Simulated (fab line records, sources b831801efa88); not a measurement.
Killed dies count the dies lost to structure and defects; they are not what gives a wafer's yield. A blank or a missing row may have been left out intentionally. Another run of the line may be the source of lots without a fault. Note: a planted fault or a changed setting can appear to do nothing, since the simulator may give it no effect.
A lot that was struck, set against a sound lot :: flow sky130 :: 15 out of 708 route steps
Sound: wafers L240.1, L240.3, L240.4. Struck: wafers L249.1, L249.4 (left out: L249.6, a lot-mate that was not struck); the cause follows at the end.
Order at every step that has rows: each side's tool, ch and its chambers, its first start. Under that, the readings that differ: sound wafers :: struck wafers :: difference of the means :: sigmas: that difference in standard deviations of wafers without a fault.
alike: a reading whose means differ by less than 2 such deviations, as well as words and numbers matching on both sides. not compared: withheld readings; readings where some wafer has no value; bounds like >300 that might hide an equal value; numbers whose values overlap and for which the record gives no deviation.
Wherever a step has rows on one side only, a row that says differs or no value, or a row with sigmas, the two part there. Non-overlapping numbers with no deviation appear without sigmas and do not part them. A reading missing from all wafers of one side parts the sides only when that side holds two or more wafers.

SKY_CONTACT_SPUTTER_23: material TiN, target thk 20 nm, time 80 s.
  sound: pvdSputter-02 at day 33 10:11; struck: pvdSputter-03 at day 36 13:29
  alike: throttleValvePct
SKY_CONTACT_CVD_24: deposits W, target thk 340 nm, time 102.12 s.
  sound on cvdW-01 ch 0,1, day 33 10:14; struck on cvdW-02 ch 1, day 36 13:33
  alike: heaterPowerW
SKY_CONTACT_RS_MEAS_25: measurement is done with a four-point probe.
  sound: filmMetro-04 at day 33 10:21; struck: filmMetro-01 at day 36 13:40
  alike: CONTACT_W_RS
SKY_CONTACT_THK_MEAS_26: measures by xrf.
  sound: filmMetro-04 at day 33 10:28; struck: filmMetro-01 at day 36 13:47
  alike: CONTACT_W_THK
then, 1 step without rows for these wafers: SKY_CONTACT_CMP_27 (polishes, stops on SiO2, t overpolish 15 s, target thk 0 nm).
SKY_METAL1_SPUTTER_00: material Ti, target thk 15 nm, time 10 s.
  sound: pvdSputter-01 at day 33 10:50; struck: pvdSputter-04 at day 36 14:08
  alike: throttleValvePct
SKY_METAL1_SPUTTER_01: material TiN, target thk 20 nm, time 16.7 s.
  sound: pvdSputter-01 at day 33 10:51; struck: pvdSputter-04 at day 36 14:10
  alike: throttleValvePct
SKY_METAL1_SPUTTER_02: material AlCu, target thk 250 nm, time 13.3 s.
  sound: pvdSputter-01 at day 33 10:53; struck: pvdSputter-04 at day 36 14:11
  alike: throttleValvePct
then, 2 steps without rows for these wafers: SKY_METAL1_SPUTTER_03 (material Ti, target thk 5 nm, time 3.3 s); SKY_METAL1_SPUTTER_04 (material TiN, target thk 70 nm, time 58.3 s).
SKY_METAL1_RS_MEAS_05: measurement is done with a four-point probe.
  sound: filmMetro-01 at day 33 10:58; struck: filmMetro-04 at day 36 14:17
  alike: METAL1_ALCU_RS
SKY_METAL1_THK_MEAS_06: measures by xrf.
  sound: filmMetro-01 at day 33 11:05; struck: filmMetro-04 at day 36 14:24
  alike: METAL1_ALCU_THK
SKY_METAL1_DEHYDRATE_07: time 60 s.
  sound on lithoTrack-04 ch 0, day 33 23:13; struck on lithoTrack-04 ch 0, day 37 02:52
reading: heaterPowerTotalW (W)
sound: 160.33 160.42 160.40
struck: 163.79 163.88
difference: +3.45
sigmas: +27

reading: plateTempC (C)
sound: 199.97 200.10 200.08
struck: - -
difference: no value on the struck wafers
sigmas: 

reading: runLengthS (s)
sound: 89.25 89.20 89.34
struck: 85.70 85.61
difference: -3.61
sigmas: -20
  alike: exhaustPa
then, 1 step without rows for these wafers: SKY_METAL1_HMDS_08 (prime time 60 s).
-- the record jumps here: 12 days lie between the struck wafers' starts before and after (it left off in module METAL1 and takes up again in module PAD_OPEN, whose first step shown is number 708 of the route) --
SKY_PAD_OPEN_PROBE_99:
  sound: prober-02 at day 47 04:54; struck: prober-01 at day 49 14:26
  alike: defectLimitedYield, killed_at_M0_to_M3, killed_at_M4_up, killedAtContacts, killedAtFrontEnd, killedAtOther, killedDies, killedOpen, killedShort, sort_bin_3_pad_short, sort_bin_5_function, sort_bin_6_memory, sortNPass, sortYieldPct

== WHERE THEY PART ==
Within this record, at SKY_METAL1_DEHYDRATE_07 only. Later steps at which nothing parts them and some readings are alike: SKY_PAD_OPEN_PROBE_99.

WHY: whatever the simulator had introduced
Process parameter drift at SKY_METAL1_DEHYDRATE_07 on lithoTrack-04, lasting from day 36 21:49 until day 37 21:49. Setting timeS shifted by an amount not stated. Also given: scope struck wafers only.
